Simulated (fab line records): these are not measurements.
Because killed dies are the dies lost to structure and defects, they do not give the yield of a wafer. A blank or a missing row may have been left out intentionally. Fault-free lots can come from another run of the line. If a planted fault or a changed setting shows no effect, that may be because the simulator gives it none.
Which tool did it? ; flow gf180mcu ; 24 lots with 72 wafers sampled at 6 steps, on a route of 602 steps

WHAT THE GAUGES SHOWED, per wafer
GF_V1_THK_MEAS_25: measures by xrf.
lot;measured;on;V1_W_THK (nm)
L074;day 18 23:12;film_metro-01;366 369 369
L075;day 19 11:18;film_metro-03;374 371 375
L076;day 19 12:05;film_metro-02;363 369 363
L077;day 19 23:16;film_metro-02;370 367 375
L078;day 20 16:19;film_metro-03;355 366 361
L079;day 21 01:11;film_metro-01;381 379 373
L080;day 21 06:45;film_metro-01;362 374 366
L082;day 21 21:05;film_metro-01;360 359 358
L081;day 21 22:31;film_metro-03;366 358 359
L083;day 22 06:17;film_metro-03;359 355 364
L084;day 22 11:10;film_metro-03;360 358 356
L085;day 22 18:39;film_metro-03;367 362 369
L086;day 23 02:36;film_metro-02;365 371 366
L087;day 23 11:37;film_metro-03;358 362 357
L088;day 24 01:25;film_metro-02;371 368 375
L089;day 24 13:10;film_metro-02;372 371 373
L090;day 24 15:25;film_metro-02;375 368 372
L091;day 24 23:59;film_metro-03;365 365 365
L092;day 25 05:29;film_metro-03;363 359 354
L093;day 25 14:46;film_metro-01;368 374 367
L094;day 25 21:20;film_metro-03;358 366 358
L095;day 26 08:46;film_metro-02;359 362 364
L096;day 26 12:53;film_metro-02;358 363 365
L097;day 26 20:04;film_metro-03;360 354 355

GF_V2_BOW_MEAS_05.
lot;measured;on;V2_BOW (um)
L074;day 20 01:15;film_metro-02;93 89 98
L075;day 20 14:02;film_metro-02;110 105 100
L076;day 20 15:12;film_metro-04;90 97 90
L077;day 21 02:11;film_metro-02;104 100 96
L078;day 21 18:49;film_metro-02;98 97 102
L079;day 22 02:55;film_metro-04;91 98 104
L080;day 22 09:09;film_metro-04;106 95 105
L082;day 22 22:32;film_metro-01;102 95 96
L081;day 22 23:54;film_metro-02;96 90 100
L083;day 23 07:15;film_metro-04;101 85 87
L084;day 23 12:10;film_metro-02;104 102 97
L085;day 23 19:41;film_metro-02;119 108 109
L086;day 24 04:10;film_metro-02;101 103 101
L087;day 24 11:47;film_metro-01;105 104 93
L088;day 25 01:29;film_metro-02;108 93 97
L089;day 25 13:18;film_metro-01;89 98 99
L090;day 25 15:19;film_metro-04;102 87 106
L091;day 26 00:04;film_metro-04;98 86 106
L092;day 26 05:19;film_metro-02;97 113 93
L093;day 26 14:28;film_metro-01;106 104 99
L094;day 26 20:46;film_metro-01;87 101 111
L095;day 27 07:46;film_metro-04;86 88 90
L096;day 27 12:09;film_metro-02;100 110 108
L097;day 27 18:10;film_metro-02;114 109 114

GF_V3_OVL_MEAS_15.
lot;measured;on;V3_OVL (nm)
L074;day 23 04:53;overlay-02;-11 -5 -4
L075;day 23 15:29;overlay-02;-3 9 10
L076;day 23 17:23;overlay-02;14 11 2
L077;day 24 03:23;overlay-02;-15 -12 1
L078;day 24 20:26;overlay-02;10 14 -2
L079;day 25 04:16;overlay-01;1 -6 -16
L080;day 25 08:47;overlay-02;2 0 2
L082;day 25 21:31;overlay-01;-2 -2 -2
L081;day 25 22:11;overlay-02;-1 -9 -7
L083;day 26 06:07;overlay-01;-1 15 0
L084;day 26 10:04;overlay-02;-5 -2 -10
L085;day 26 17:37;overlay-01;-5 0 -6
L086;day 26 23:46;overlay-02;-3 1 6
L087;day 27 07:13;overlay-02;7 9 6
L088;day 27 20:13;overlay-01;6 0 10
L089;day 28 07:49;overlay-02;2 6 4
L090;day 28 09:37;overlay-01;-10 -3 3
L091;day 28 17:37;overlay-02;1 1 -1
L092;day 28 22:35;overlay-02;8 -7 0
L093;day 29 07:01;overlay-01;-3 -1 -4
L094;day 29 12:16;overlay-01;-10 -1 -3
L095;day 29 23:43;overlay-01;-4 0 0
L096;day 30 02:22;overlay-01;-3 -4 1
L097;day 30 08:33;overlay-02;-14 -6 -17

GF_V5_OVL_MEAS_15.
lot;measured;on;V5_OVL (nm)
L074;day 28 01:58;overlay-02;-4 -2 -6
L075;day 28 09:58;overlay-02;-3 -2 -3
L076;day 28 11:08;overlay-02;3 -1 7
L077;day 28 20:20;overlay-02;2 0 4
L078;day 29 10:04;overlay-01;9 2 10
L079;day 29 19:01;overlay-01;3 16 5
L080;day 29 22:38;overlay-02;6 1 8
L082;day 30 08:07;overlay-01;4 11 5
L081;day 30 09:33;overlay-01;-6 -3 0
L083;day 30 17:52;overlay-02;-1 -3 -2
L084;day 30 20:11;overlay-02;-4 2 11
L085;day 31 03:06;overlay-02;4 2 1
L086;day 31 08:18;overlay-01;3 2 3
L087;day 31 15:10;overlay-01;-6 -4 -1
L088;day 32 02:32;overlay-02;-3 0 -2
L089;day 32 13:20;overlay-02;9 -3 0
L090;day 32 13:24;overlay-01;2 -3 -2
L091;day 32 20:57;overlay-02;4 -3 7
L092;day 33 00:43;overlay-02;1 2 4
L093;day 33 07:23;overlay-01;-1 -2 -1
L094;day 33 11:59;overlay-02;7 3 3
L095;day 33 22:11;overlay-01;-2 -7 -2
L096;day 34 00:33;overlay-02;-2 -9 -3
L097;day 34 04:55;overlay-01;4 -1 -5

WHAT TOOL EACH LOT RAN ON (gives the tool, then ch and the chambers of the sampled wafers, and finally the start)
lot;GF_CONTACT_ETCH_16;GF_M3_SPUTTER_01
L074;rie_diel-04 ch 0,3, day 16 19:28;pvd_sputter-01, day 21 03:47
L075;rie_diel-03 ch 0,1, day 17 07:02;pvd_sputter-04, day 21 15:25
L076;rie_diel-02 ch 0,2,3, day 17 07:40;pvd_sputter-01, day 21 16:43
L077;rie_diel-03 ch 1,2,3, day 17 18:16;pvd_sputter-04, day 22 03:37
L078;rie_diel-04 ch 1,3, day 18 10:20;pvd_sputter-03, day 22 20:58
L079;rie_diel-03 ch 1,2, day 18 19:38;pvd_sputter-04, day 23 04:46
L080;rie_diel-03 ch 0,2,3, day 19 01:22;pvd_sputter-01, day 23 10:37
L082;rie_diel-02 ch 0,2,3, day 19 15:37;pvd_sputter-01, day 23 23:40
L081;rie_diel-03 ch 0,1,3, day 19 16:47;pvd_sputter-04, day 24 00:04
L083;rie_diel-04 ch 1,2, day 20 01:08;pvd_sputter-03, day 24 07:52
L084;rie_diel-02 ch 1,3, day 20 07:16;pvd_sputter-03, day 24 12:16
L085;rie_diel-03 ch 0,1,3, day 20 14:50;pvd_sputter-04, day 24 20:04
L086;rie_diel-02 ch 0,2,3, day 20 23:17;pvd_sputter-01, day 25 03:28
L087;rie_diel-04 ch 1,2,3, day 21 08:13;pvd_sputter-04, day 25 11:32
L088;rie_diel-02 ch 1,3, day 21 23:31;pvd_sputter-03, day 26 01:21
L089;rie_diel-02 ch 1,3, day 22 11:25;pvd_sputter-01, day 26 13:02
L090;rie_diel-04 ch 0,3, day 22 14:22;pvd_sputter-04, day 26 14:25
L091;rie_diel-02 ch 0,1, day 22 22:43;pvd_sputter-04, day 26 23:05
L092;rie_diel-04 ch 0,1,3, day 23 03:55;pvd_sputter-04, day 27 04:04
L093;rie_diel-04 ch 0,1, day 23 14:59;pvd_sputter-03, day 27 13:17
L094;rie_diel-03 ch 0,1,2, day 23 20:22;pvd_sputter-04, day 27 18:50
L095;rie_diel-04 ch 0,2,3, day 24 09:16;pvd_sputter-03, day 28 06:10
L096;rie_diel-02 ch 0,1,2, day 24 12:49;pvd_sputter-01, day 28 10:43
L097;rie_diel-02 ch 2,3, day 24 21:05;pvd_sputter-01, day 28 15:45
- GF_CONTACT_ETCH_16: etches BARC in N2/H2.
- GF_M3_SPUTTER_01: material TiN, target thk 30 nm, time 25 s.

AS READ BY THE TOOLS THEMSELVES (means over the sampled wafers that have a number; for cases with no such wafer, the mark the record gives instead)
GF_CONTACT_ETCH_16.
lot;tool;drypump_motor_current_A (A);oes_product_au (a.u.);throttle_valve_pct (%)
L074;rie_diel-04;6.0;0.861;13.229
L075;rie_diel-03;6.3;0.856;13.227
L076;rie_diel-02;6.1;0.854;13.230
L077;rie_diel-03;6.3;0.859;13.222
L078;rie_diel-04;5.6;0.859;13.230
L079;rie_diel-03;6.2;0.858;13.227
L080;rie_diel-03;6.6;0.858;13.228
L082;rie_diel-02;6.1;0.855;13.224
L081;rie_diel-03;6.3;0.856;13.228
L083;rie_diel-04;5.5;0.854;13.231
L084;rie_diel-02;5.9;0.847;13.220
L085;rie_diel-03;6.3;0.856;13.234
L086;rie_diel-02;6.1;0.859;13.225
L087;rie_diel-04;5.9;0.861;13.212
L088;rie_diel-02;6.0;0.856;13.234
L089;rie_diel-02;5.9;0.856;13.227
L090;rie_diel-04;6.0;0.852;13.232
L091;rie_diel-02;5.8;0.857;13.215
L092;rie_diel-04;5.6;0.856;13.230
L093;rie_diel-04;5.3;0.855;13.231
L094;rie_diel-03;6.3;0.858;13.230
L095;rie_diel-04;5.9;0.854;13.230
L096;rie_diel-02;5.9;0.853;13.225
L097;rie_diel-02;6.2;0.855;13.220

GF_M3_SPUTTER_01.
lot;tool;cathode_dc_power_W (W);throttle_valve_pct (%)
L074;pvd_sputter-01;6499.6;30.8
L075;pvd_sputter-04;6499.4;30.1
L076;pvd_sputter-01;6499.1;31.0
L077;pvd_sputter-04;6500.7;29.0
L078;pvd_sputter-03;6500.4;28.7
L079;pvd_sputter-04;6500.4;30.0
L080;pvd_sputter-01;6499.8;30.5
L082;pvd_sputter-01;6500.3;30.9
L081;pvd_sputter-04;6498.6;29.4
L083;pvd_sputter-03;6500.1;29.1
L084;pvd_sputter-03;6501.2;28.6
L085;pvd_sputter-04;6499.6;29.4
L086;pvd_sputter-01;6501.5;31.0
L087;pvd_sputter-04;6500.2;29.7
L088;pvd_sputter-03;6500.9;29.2
L089;pvd_sputter-01;6499.3;31.5
L090;pvd_sputter-04;6500.1;30.5
L091;pvd_sputter-04;6500.0;30.0
L092;pvd_sputter-04;6500.0;29.6
L093;pvd_sputter-03;6500.5;28.8
L094;pvd_sputter-04;6500.1;30.0
L095;pvd_sputter-03;6498.6;29.2
L096;pvd_sputter-01;6499.4;30.6
L097;pvd_sputter-01;6499.3;31.1

THE ANSWER, worked out from the rows above alone
Rule: usual is defined by the lots themselves. Put in order of their means at a reading, lots are off if they are a third of the lots or fewer, leave a main group of 4 or more, and stand apart from it by a gap of 3 or more times the standard deviation of the main group's means; of several such gaps the widest counts. If all means in a main group match to the digits the tables above print for the reading, that group is not used. Also off: a lot with no number at a reading for which 4 or more lots have one. All remaining lots with rows at the step are treated as sound. The gauges are gone through in route order, then the tools' own readings, and for those a lot's mean is taken as printed above. The first step at which some lot is off is used, and at that step the reading that is off furthest; a lot without a number counts as furthest.
Across all readings shown, no lot is off: no conclusion can be drawn from this.

WHAT THE SIMULATOR PUT IN
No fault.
